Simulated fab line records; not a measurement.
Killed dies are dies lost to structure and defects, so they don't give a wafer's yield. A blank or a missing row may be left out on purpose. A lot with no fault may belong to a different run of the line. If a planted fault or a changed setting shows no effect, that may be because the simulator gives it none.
Chamber matching / flow sky130 / SKY_VIA1_CMP_24 on cmp-01: 4 sister chambers
The step polishes, stops on SiO2, t overpolish 15 s, target thk 0 nm. 4 wafers are shown with their chamber, then 9 later ones without.

WAFERS, EACH WITH ITS CHAMBER
wafer=L181.5; chamber=1; motorCurrentA (A)=11.0
wafer=L190.2; chamber=2; motorCurrentA (A)=9.8
wafer=L190.3; chamber=3; motorCurrentA (A)=10.6
wafer=L190.4; chamber=0; motorCurrentA (A)=12.0

WAFERS WHOSE CHAMBER IS MISSING
wafer=L191.1; motorCurrentA (A)=10.8
wafer=L191.3; motorCurrentA (A)=9.8
wafer=L191.4; motorCurrentA (A)=12.5
wafer=L200.1; motorCurrentA (A)=10.4
wafer=L200.3; motorCurrentA (A)=11.9
wafer=L200.6; motorCurrentA (A)=9.7
wafer=L202.1; motorCurrentA (A)=9.9
wafer=L202.4; motorCurrentA (A)=10.4
wafer=L202.6; motorCurrentA (A)=9.9

WHICH CHAMBER EACH WENT THROUGH
wafer=L191.1; from the rows above=can't be placed: 1 or 3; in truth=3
wafer=L191.3; from the rows above=2; in truth=2
wafer=L191.4; from the rows above=0; in truth=0
wafer=L200.1; from the rows above=can't be placed: 3 or 1 or 2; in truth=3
wafer=L200.3; from the rows above=0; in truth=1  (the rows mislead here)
wafer=L200.6; from the rows above=2; in truth=2
wafer=L202.1; from the rows above=2; in truth=2
wafer=L202.4; from the rows above=can't be placed: 3 or 1 or 2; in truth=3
wafer=L202.6; from the rows above=2; in truth=2
Correctly placed: 5 of 9. From these rows, 3 cannot be placed; in 3 the true chamber is one of the candidates. 1 placed wrongly.
How it was worked out, from the rows above alone: a wafer's distance from a chamber is the root of the sum, over the readings, of the square of ((its reading less the chamber's mean) divided by the reading's scatter). The wafer belongs to the nearest chamber; if the next one is less than 2 further off, it can't be placed. For every chamber, the mean is computed from those of its wafers that are shown. The scatter: with one shown wafer a chamber, the root of the mean of the squares of how far each hidden wafer lies from its nearest shown one.
